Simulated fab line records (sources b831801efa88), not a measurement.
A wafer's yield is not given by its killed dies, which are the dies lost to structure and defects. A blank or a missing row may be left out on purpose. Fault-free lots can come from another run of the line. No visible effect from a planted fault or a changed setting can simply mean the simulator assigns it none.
fab line records ; flow sky130
[record] lots = 6; wafers = 18; last_day = 50
route steps=708 shown METAL3@557
lots untouched by any fault: they come from a run of this same line in which no faults occurred
start_h: the number of hours between the record's first day and the start of the first shown wafer of the lot ; wait_h: how many hours have passed since the lot's step before this one ; " repeats the value in the row above ; L1.1+2: a row that stands for several wafers ; - no value present, or no start provided ; * or withheld: withheld ; < > ~ a bound
route shown NAME@n: names a module that has steps shown in the file, with the first one's number in the route ; usual: mean/standard deviation of fault-free wafers ; same: alike in all rows ; chamber/n: place in a boat ; sites: each site's reading ; _std_site: standard deviation across them ; _edge_site: the outer-site mean with the inner-site mean subtracted ; radius_mm: for every site, how far away it sits from the centre of the wafer ; mask NAME#n: copy n ; behind: the last tool/chamber to shape the wafer ; hold: reason for holding the lot/hours on hold/outcome of the hold ; device: whichever transistor did not switch (one of n, p or np) ; end of line: tests run on the same wafers once the route is complete ; a step given without rows: its recipe and nothing more ; killed: count of dies lost to structure and defects at first sort (not the wafer's yield) ; map: shows each die of a wafer: x if killed, . if not, _ if none is there
set.NAME: the setting that was run; set.NAME@STEP: the one run at that earlier step ; model.NAME: the simulator's own value behind a step, which no gauge read
lots seen at some steps along the route; tables by step, rows by wafer
services: a tool's chamber out of use, with start hour (start_h, from the record's first day; less than 0 if before it), hours out, and reason
[[steps]]
[step SKY_METAL3_COAT_07]
[recipe] resist = BARC; temp_c = withheld; time_s = withheld; spin_rpm = 3000; resist_thk_nm = 60
[step SKY_METAL3_COAT_08]
[recipe] resist = KrF-thick; spin_rpm = 3000; resist_thk_nm = 1140
[step SKY_METAL3_SOFTBAKE_09]
[recipe] temp_c = 100; time_s = 90; resist = KrF-thick
[step SKY_METAL3_EXPOSE_10]
[recipe] mask_id = MM3; na = 0.68; source_shape = annular; sigma_inner = 0.4; sigma_outer = 0.8; target_cd_nm = 300; dose_mj = 28
[step SKY_METAL3_PEB_11]
[recipe] peb_temp_c = withheld; peb_time_s = withheld; resist = KrF-thick
[step SKY_METAL3_DEVELOP_12]
[recipe] develop_time_s = 60; resist = KrF-thick; dev_temp_c = 21
[step SKY_METAL3_CD_MEAS_13]
[recipe] target_cd_nm = 300
[usual] cd_nm = 300.4/1.4
lot.wafer;tool;chamber;start_h;wait_h;cd_nm
L194.3;cd_sem-02;-;932.92;-;298.8
L194.4;cd_sem-02;-;932.92;-;301.0
L194.6;cd_sem-02;-;932.92;-;299.7
L201.1;cd_sem-01;-;975.22;-;299.3
L201.2;cd_sem-01;-;975.22;-;298.7
L201.4;cd_sem-01;-;975.22;-;299.2
L208.2;cd_sem-02;-;1026.80;-;299.5
L208.3;cd_sem-02;-;1026.80;-;298.9
L208.6;cd_sem-02;-;1026.80;-;299.7
L210.2;cd_sem-01;-;1031.44;-;299.6
L210.3;cd_sem-01;-;1031.44;-;298.8
L210.5;cd_sem-01;-;1031.44;-;299.1
L211.2;cd_sem-01;-;1037.25;-;304.8
L211.5;cd_sem-01;-;1037.25;-;303.7
L211.6;cd_sem-01;-;1037.25;-;302.8
L214.1;cd_sem-01;-;1068.12;-;300.8
L214.2;cd_sem-01;-;1068.12;-;299.4
L214.5;cd_sem-01;-;1068.12;-;299.6
[step SKY_METAL3_OVL_MEAS_14]
[usual] METAL3_OVL = 3/5.6
lot.wafer;tool;chamber;start_h;wait_h;METAL3_OVL[nm]
L194.3;overlay-01;-;933.02;0.1;-10
L194.4;overlay-01;-;933.02;0.1;0
L194.6;overlay-01;-;933.02;0.1;7
L201.1;overlay-02;-;975.34;0.1;5
L201.2;overlay-02;-;975.34;0.1;1
L201.4;overlay-02;-;975.34;0.1;-6
L208.2;overlay-02;-;1026.91;0.1;1
L208.3;overlay-02;-;1026.91;0.1;-5
L208.6;overlay-02;-;1026.91;0.1;2
L210.2;overlay-01;-;1031.55;0.1;6
L210.3;overlay-01;-;1031.55;0.1;9
L210.5;overlay-01;-;1031.55;0.1;7
L211.2;overlay-01;-;1037.36;0.1;-1
L211.5;overlay-01;-;1037.36;0.1;-2
L211.6;overlay-01;-;1037.36;0.1;3
L214.1;overlay-02;-;1068.24;0.1;18
L214.2;overlay-02;-;1068.24;0.1;6
L214.5;overlay-02;-;1068.24;0.1;17
[step SKY_METAL3_DESCUM_15]
[recipe] chemistry = O2; source_power_w = 150; bias_power_w = 0; pressure_mtorr = 10; temp_c = 40; time_s = 8
[usual] drypump_motor_current_A = 5.6/0.43; oes_product_au = 0.998/0.01
lot.wafer;tool;chamber;start_h;wait_h;drypump_motor_current_A;oes_product_au;rf_hours_counter_h
L194.3;rie_metal-03;1;933.06;0.0;5.7;1.000;-
L194.4;rie_metal-03;1;933.06;0.0;5.8;1.004;-
L194.6;rie_metal-03;1;933.06;0.0;5.8;1.017;-
L201.1;rie_metal-02;0;975.38;0.0;6.4;1.002;0
L201.2;rie_metal-02;1;975.38;0.0;5.2;0.987;5
L201.4;rie_metal-02;0;975.38;0.0;6.4;1.006;-
L208.2;rie_metal-02;0;1026.94;0.0;6.4;1.016;3
L208.3;rie_metal-02;0;1026.94;0.0;6.4;1.012;-
L208.6;rie_metal-02;0;1026.94;0.0;6.4;1.018;-
L210.2;rie_metal-01;1;1031.58;0.0;5.7;0.993;22
L210.3;rie_metal-01;1;1031.58;0.0;5.7;0.989;-
L210.5;rie_metal-01;1;1031.58;0.0;5.7;0.989;-
L211.2;rie_metal-02;0;1037.39;0.0;6.3;1.009;4
L211.5;rie_metal-02;0;1037.39;0.0;6.4;1.012;-
L211.6;rie_metal-02;1;1037.39;0.0;5.2;0.984;-
L214.1;rie_metal-02;1;1068.28;0.0;5.2;0.996;10
L214.2;rie_metal-02;0;1068.28;0.0;6.4;0.996;5
L214.5;rie_metal-02;0;1068.28;0.0;6.4;1.007;-
[step SKY_METAL3_ETCH_16]
[recipe] chemistry = N2/H2; target = BARC; ion_energy_ev = 200; bias_w = 100; pressure_mtorr = 30; n2_flow_sccm = 100; h2_flow_sccm = 200; icp_w = 500; stop_on = SiO2; time_s = 88.2; target_depth_a = 600
[usual] drypump_motor_current_A = 5.6/0.43; oes_product_au = 0.626/0.0047; throttle_valve_pct = 13.203/0.0096
lot.wafer;tool;chamber;start_h;wait_h;drypump_motor_current_A;oes_product_au;rf_hours_counter_h;throttle_valve_pct
L194.3;rie_metal-03;1;933.17;0.1;5.7;0.625;-;13.218
L194.4;rie_metal-03;1;933.17;0.1;5.7;0.625;-;13.202
L194.6;rie_metal-03;1;933.17;0.1;5.7;0.629;-;13.216
L201.1;rie_metal-02;0;975.41;0.0;6.4;0.625;0;13.181
L201.2;rie_metal-02;1;975.41;0.0;5.2;0.623;5;13.207
L201.4;rie_metal-02;0;975.41;0.0;6.4;0.623;-;13.204
L208.2;rie_metal-02;0;1026.97;0.0;6.4;0.628;3;13.206
L208.3;rie_metal-02;0;1026.97;0.0;6.4;0.627;-;13.205
L208.6;rie_metal-02;0;1026.97;0.0;6.4;0.622;-;13.218
L210.2;rie_metal-01;1;1031.61;0.0;5.7;0.624;22;13.184
L210.3;rie_metal-01;1;1031.61;0.0;5.7;0.626;-;13.193
L210.5;rie_metal-01;1;1031.61;0.0;5.7;0.636;-;13.198
L211.2;rie_metal-02;0;1037.42;0.0;6.4;0.623;4;13.206
L211.5;rie_metal-02;0;1037.42;0.0;6.4;0.636;-;13.200
L211.6;rie_metal-02;1;1037.42;0.0;5.2;0.628;-;13.208
L214.1;rie_metal-02;1;1068.31;0.0;5.2;0.625;10;13.202
L214.2;rie_metal-02;0;1068.31;0.0;6.4;0.627;5;13.200
L214.5;rie_metal-02;0;1068.31;0.0;6.4;0.621;-;13.212
[step SKY_METAL3_ETCH_17]
[recipe] target = SiO2; stop_on = TiN; chemistry = C4F8/O2/Ar; source_w = 1500; bias_w = 1200; pressure_mtorr = 40; c4f8_flow_sccm = withheld; O2_flow_sccm = 6; Ar_flow_sccm = 300; time_s = 3.9; target_depth_a = 150
[usual] oes_product_au = 0.754/0.0068
lot.wafer;tool;chamber;start_h;wait_h;oes_product_au
L194.3;rie_diel-01;0;933.30;0.1;0.746
L194.4;rie_diel-01;1;933.30;0.1;0.762
L194.6;rie_diel-01;1;933.30;0.1;0.751
L201.1;rie_diel-03;0;975.51;0.1;0.748
L201.2;rie_diel-03;1;975.51;0.1;0.757
L201.4;rie_diel-03;3;975.51;0.1;0.749
L208.2;rie_diel-03;0;1027.07;0.1;0.755
L208.3;rie_diel-03;3;1027.07;0.1;0.750
L208.6;rie_diel-03;0;1027.07;0.1;0.771
L210.2;rie_diel-03;0;1031.71;0.1;0.764
L210.3;rie_diel-03;2;1031.71;0.1;0.752
L210.5;rie_diel-03;2;1031.71;0.1;0.769
L211.2;rie_diel-01;1;1037.52;0.1;0.752
L211.5;rie_diel-01;1;1037.52;0.1;0.753
L211.6;rie_diel-01;0;1037.52;0.1;0.755
L214.1;rie_diel-02;3;1068.41;0.1;0.756
L214.2;rie_diel-02;0;1068.41;0.1;0.746
L214.5;rie_diel-02;2;1068.41;0.1;0.752
[step SKY_METAL3_METAL_ETCH_18]
[recipe] target_depth_a = 8450; stop_on = SiO2; over_etch_frac = 0.3; time_s = 183.1; chemistry = Cl2/BCl3; resist_sidewall_deg = 88; pressure_mtorr = 10; icp_w = 900; bias_w = 48.5; Cl2_flow_sccm = 60; bcl3_flow_sccm = 30
[usual] drypump_motor_current_A = 5.6/0.31; oes_product_au = 0.866/0.0057; throttle_valve_pct = 22.264/0.0099
[same] over_etch_frac = 0.3
lot.wafer;tool;chamber;start_h;wait_h;drypump_motor_current_A;oes_product_au;rf_hours_counter_h;throttle_valve_pct
L194.3;rie_metal-02;0;933.38;0.1;6.4;0.868;-;22.267
L194.4;rie_metal-02;1;933.38;0.1;5.2;0.869;-;22.275
L194.6;rie_metal-02;1;933.38;0.1;5.2;0.864;-;22.275
L201.1;rie_metal-01;0;975.53;0.0;5.3;0.860;13;22.252
L201.2;rie_metal-01;1;975.53;0.0;5.7;0.866;19;22.252
L201.4;rie_metal-01;1;975.53;0.0;5.7;0.857;-;22.274
L208.2;rie_metal-01;1;1027.09;0.0;5.7;0.867;22;22.276
L208.3;rie_metal-01;0;1027.09;0.0;5.3;0.873;-;22.280
L208.6;rie_metal-01;0;1027.09;0.0;5.3;0.860;-;22.277
L210.2;rie_metal-03;0;1031.73;0.0;5.4;0.866;4;22.268
L210.3;rie_metal-03;1;1031.73;0.0;5.8;0.871;-;22.267
L210.5;rie_metal-03;1;1031.73;0.0;5.8;0.873;-;22.276
L211.2;rie_metal-01;0;1037.54;0.0;5.2;0.869;17;22.256
L211.5;rie_metal-01;0;1037.54;0.0;5.3;0.874;-;22.252
L211.6;rie_metal-01;1;1037.54;0.0;5.7;0.871;-;22.264
L214.1;rie_metal-03;1;1068.43;0.0;5.7;0.874;14;22.266
L214.2;rie_metal-03;0;1068.43;0.0;5.5;0.871;7;22.269
L214.5;rie_metal-03;1;1068.43;0.0;5.7;0.865;-;22.270
[step SKY_METAL3_STRIP_19]
[recipe] chemistry = O2/N2; power_w = 1400; pressure_mtorr = 1500; platen_temp_c = withheld; o2_flow_sccm = 3000; n2_flow_sccm = 300; overash_fraction = 0.5
[usual] chamber_pressure_mTorr = 1499.9/1.3; drypump_motor_current_A = 5.68/0.18; oes_product_au = 0.505/0.0055; strip_time_to_endpoint_s = 6.60/0.079
lot.wafer;tool;chamber;start_h;wait_h;chamber_pressure_mTorr;drypump_motor_current_A;oes_product_au;rf_hours_counter_h;strip_time_to_endpoint_s;model.KrF-thick_of_METAL3_COAT_08.thk_nm
L194.3;plasma_asher-01;0;933.53;0.1;1501.1;5.49;0.512;-;6.63;0
L194.4;plasma_asher-01;1;933.53;0.1;1499.4;5.72;0.510;-;6.69;0
L194.6;plasma_asher-01;1;933.53;0.1;1499.2;5.74;0.509;-;6.66;0
L201.1;plasma_asher-01;1;975.70;0.1;1501.7;5.74;0.502;54;6.56;0
L201.2;plasma_asher-01;0;975.70;0.1;1499.6;5.48;0.499;54;6.73;0
L201.4;plasma_asher-01;0;975.70;0.1;1501.5;5.49;0.500;-;6.66;0
L208.2;plasma_asher-03;1;1027.27;0.1;-;-;-;-;-;534.6
L208.3;plasma_asher-03;0;1027.27;0.1;-;-;-;-;-;516.3
L208.6;plasma_asher-03;1;1027.27;0.1;-;-;-;-;-;513.8
L210.2;plasma_asher-01;1;1031.91;0.1;-;-;-;-;-;537
L210.3;plasma_asher-01;0;1031.91;0.1;-;-;-;-;-;533.1
L210.5;plasma_asher-01;1;1031.91;0.1;-;-;-;-;-;528
L211.2;plasma_asher-04;0;1037.72;0.1;1498.0;5.76;0.504;120;6.50;0
L211.5;plasma_asher-04;1;1037.72;0.1;1498.9;5.85;0.496;-;6.51;0
L211.6;plasma_asher-04;0;1037.72;0.1;1500.8;5.75;0.513;-;6.67;0
L214.1;plasma_asher-03;1;1068.61;0.1;1499.2;5.35;0.508;31;6.65;0
L214.2;plasma_asher-03;0;1068.61;0.1;1500.8;5.87;0.504;31;6.66;0
L214.5;plasma_asher-03;1;1068.61;0.1;1499.1;5.35;0.504;-;6.56;0
[step SKY_METAL3_STRIP_20]
[recipe] chemistry = post_etch_residue_remover; time_s = 1200; temp_c = 72.5
[[services]]
tool;chamber;start_h;hours;kind
rie_diel-01;3;918.33;4.6;repair
plasma_asher-01;-;919.90;4.3;pm
rie_metal-03;0;921.12;-;clean
rie_metal-03;0;921.12;22.3;scheduled_down
rie_metal-03;0;921.12;22.3;vent_cycle
rie_metal-02;0;935.27;-;clean
rie_metal-02;0;935.27;32.8;scheduled_down
rie_metal-02;0;935.27;32.8;vent_cycle
rie_diel-01;2;940.84;7.3;repair
plasma_asher-03;-;949.05;14.6;pm
rie_metal-03;-;959.78;0.1;repair
rie_diel-01;1;969.33;19.9;repair
rie_diel-02;3;974.01;12.0;repair
rie_metal-03;-;988.28;4.3;pm
rie_metal-02;-;1000.08;1.2;repair
rie_diel-03;3;1003.14;3.2;repair
rie_diel-03;1;1024.11;-;clean
rie_diel-03;1;1024.11;16.4;scheduled_down
rie_diel-03;1;1024.11;16.4;vent_cycle
rie_diel-01;-;1028.10;4.2;repair
rie_diel-01;1;1053.00;20.2;repair
plasma_asher-04;-;1055.25;9.0;pm
rie_diel-01;-;1056.77;2.8;pm
rie_diel-03;0;1063.06;-;clean
[[key]]
[first_sign] step = SKY_METAL3_STRIP_19; reading = tool_record; direction = missing
effect none on later readings
[model_effect] step = SKY_METAL3_STRIP_19; value = KrF-thick_of_METAL3_COAT_08.thk_nm; without = 0; struck = 527.1
met_at SKY_METAL3_STRIP_19
struck_wafers L208.2,L208.3,L208.6,L210.2,L210.3,L210.5
later_rows_left_out L208.2,L208.3,L208.6,L210.2,L210.3,L210.5
sort_left_out L208.2,L208.3,L208.6,L210.2,L210.3,L210.5
onset_between 975.70 1027.27
[fault] kind = skipped_step_whole; tool = plasma_asher-01,plasma_asher-03; chamber = -; onset_h = 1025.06; steps = SKY_METAL3_STRIP_19; scope = struck_lots_only
// sort_left_out: the simulated sort isn't trusted on such a fault, so these wafers' sort isn't shown, and their yield isn't known
// later_rows_left_out: the simulator's readings of these wafers behind a module that went badly wrong aren't trusted and aren't shown, but for the sort
